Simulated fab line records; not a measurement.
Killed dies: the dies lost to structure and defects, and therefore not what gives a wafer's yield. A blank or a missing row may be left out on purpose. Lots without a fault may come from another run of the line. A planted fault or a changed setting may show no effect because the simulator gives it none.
Chamber matching ; flow gf180mcu ; 3 sister chambers for GF_V4_CVD_02 on pecvd-03
The step deposits SiO2 from TEOS, target thk 850 nm, time 94.851 s. 3 wafers are shown with their chamber, then 12 later ones without.

== WAFERS WITH THEIR CHAMBER ==
wafer;chamber;heater_power_w (W)
L084.4;2;699
L087.3;1;686
L087.6;0;647

== WAFERS WITH NO CHAMBER GIVEN ==
wafer;heater_power_w (W)
L089.4;866
L089.5;548
L089.6;697
L090.2;825
L090.3;666
L090.5;539
L092.1;694
L092.3;651
L092.4;559
L095.1;575
L095.2;667
L095.3;758

== WHICH CHAMBER EACH ONE RAN IN ==
wafer;from the rows above;in truth
L089.4;can't be placed: 2 or 1 or 0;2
L089.5;can't be placed: 0 or 1 or 2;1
L089.6;can't be placed: 2 or 1 or 0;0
L090.2;can't be placed: 2 or 1 or 0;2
L090.3;can't be placed: 0 or 1 or 2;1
L090.5;can't be placed: 0 or 1 or 2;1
L092.1;can't be placed: 2 or 1 or 0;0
L092.3;can't be placed: 0 or 1 or 2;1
L092.4;can't be placed: 0 or 1 or 2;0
L095.1;can't be placed: 0 or 1 or 2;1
L095.2;can't be placed: 1 or 0 or 2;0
L095.3;can't be placed: 2 or 1 or 0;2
0 of 12 placed correctly. From these rows, 12 cannot be placed; in 12 the true chamber is one of the candidates. Number placed wrongly: 0.
How it was worked out, from the rows above alone: a wafer's distance from a chamber is the root of the sum, over the readings, of the square of ((its reading less the chamber's mean) divided by the reading's scatter). The wafer belongs to the nearest chamber; if the next one is less than 2 further off, it can't be placed. The mean given for a chamber averages the wafers shown for that chamber. The scatter (one wafer shown for each chamber): square how far every hidden wafer sits from the nearest shown wafer, average those squares and take the square root.
